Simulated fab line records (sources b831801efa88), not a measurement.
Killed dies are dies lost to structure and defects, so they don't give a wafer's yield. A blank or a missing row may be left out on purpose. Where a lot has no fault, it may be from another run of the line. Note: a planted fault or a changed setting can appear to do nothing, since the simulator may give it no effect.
A struck lot beside a sound one || flow sky130 || 14 out of 708 route steps
Sound: these wafers, L994.1, L994.3, L994.6. Wafers struck: L109.2, L109.4, L109.6. The cause is named last.
Each step with rows lists, per side, the tool, then ch with its chambers, then its first start. Under that, the readings that differ: sound wafers || struck wafers || difference of the means || sigmas: that difference in standard deviations of wafers without a fault.
alike: readings whose means differ by less than 2 such deviations, and words and numbers that are the same on both sides. not compared: withheld readings, readings that some wafer has no value for, bounds like >300 that may hide the same value, and numbers for which the record gives no deviation and whose values overlap.
A row with sigmas, a row that says differs or no value, or rows on one side alone: a step with any of these is where the two part. When numbers do not overlap yet have no deviation, they are printed without sigmas and do not part them. A reading missing from all wafers of one side parts the sides only when that side holds two or more wafers.

SKY_METAL4_SPUTTER_04: material TiN, target thk 70 nm, time 58.3 s.
  sound on pvd sputter-03, day 39 12:34; struck on pvd sputter-02, day 44 06:53
  alike: throttle valve pct
SKY_CAP2M_CVD_00: deposits SiO2, target thk 15.5 nm.
  sound on pecvd-02 ch 0,1,2, day 39 12:37; struck on pecvd-03 ch 0,2, day 44 06:56
  alike: heater power w
SKY_CAP2M_THK_MEAS_01:
  sound on film metro-03, day 39 12:38; struck on film metro-02, day 44 06:59
  alike: CAP2M_CVD_00_THK
SKY_CAP2M_SPUTTER_02: material TiN, target thk 200 nm, time 166.7 s.
  sound on pvd sputter-01, day 39 12:41; struck on pvd sputter-01, day 44 07:02
  alike: throttle valve pct
SKY_CAP2M_RS_MEAS_03: a four-point-probe measurement.
  sound on film metro-03, day 39 12:48; struck on film metro-03, day 44 07:10
{"reading": "CAP2M_TIN_RS (ohm/sq)", "sound": "7.01 7.00 7.05", "struck": "6.76 6.81 6.83", "difference": -0.22, "sigmas": -3}
SKY_CAP2M_THK_MEAS_04: measures by xrf.
  sound on film metro-03, day 39 12:55; struck on film metro-03, day 44 07:16
{"reading": "CAP2M_TIN_THK (nm)", "sound": "197.8 199.0 198.1", "struck": "206.6 206.4 204.3", "difference": "+7.5", "sigmas": "+3"}
then, 6 steps without rows for these wafers: SKY_CAP2M_DEHYDRATE_05 (time 60 s); SKY_CAP2M_HMDS_06 (prime time 60 s); SKY_CAP2M_COAT_07 (resist thk 1140 nm); SKY_CAP2M_SOFTBAKE_08 (time 60 s); SKY_CAP2M_EXPOSE_09 (exposes mask CAP2M, target cd 1000 nm); SKY_CAP2M_PEB_10.
SKY_CAP2M_DEVELOP_11: develop time 60 s.
  struck on litho track-01, day 45 05:06; sound on litho track-01 ch 0, day 40 10:13
  no value came back on the struck wafers for chill plate temp C (C), develop time s (s); on the sound wafers chill plate temp C (C) reads 22.83 22.85 22.95
SKY_CAP2M_OVL_MEAS_12:
  sound on overlay-02, day 40 10:22; struck on overlay-02, day 45 05:14
{"reading": "CAP2M_OVL (nm)", "sound": "-0.3 -1.0 -0.7", "struck": "- - -", "difference": "no value on the struck wafers", "sigmas": ""}

WHERE THEY PART
Last at SKY_CAP2M_OVL_MEAS_12 as far as this record goes, first at SKY_CAP2M_RS_MEAS_03.

WHY: whatever the simulator had introduced
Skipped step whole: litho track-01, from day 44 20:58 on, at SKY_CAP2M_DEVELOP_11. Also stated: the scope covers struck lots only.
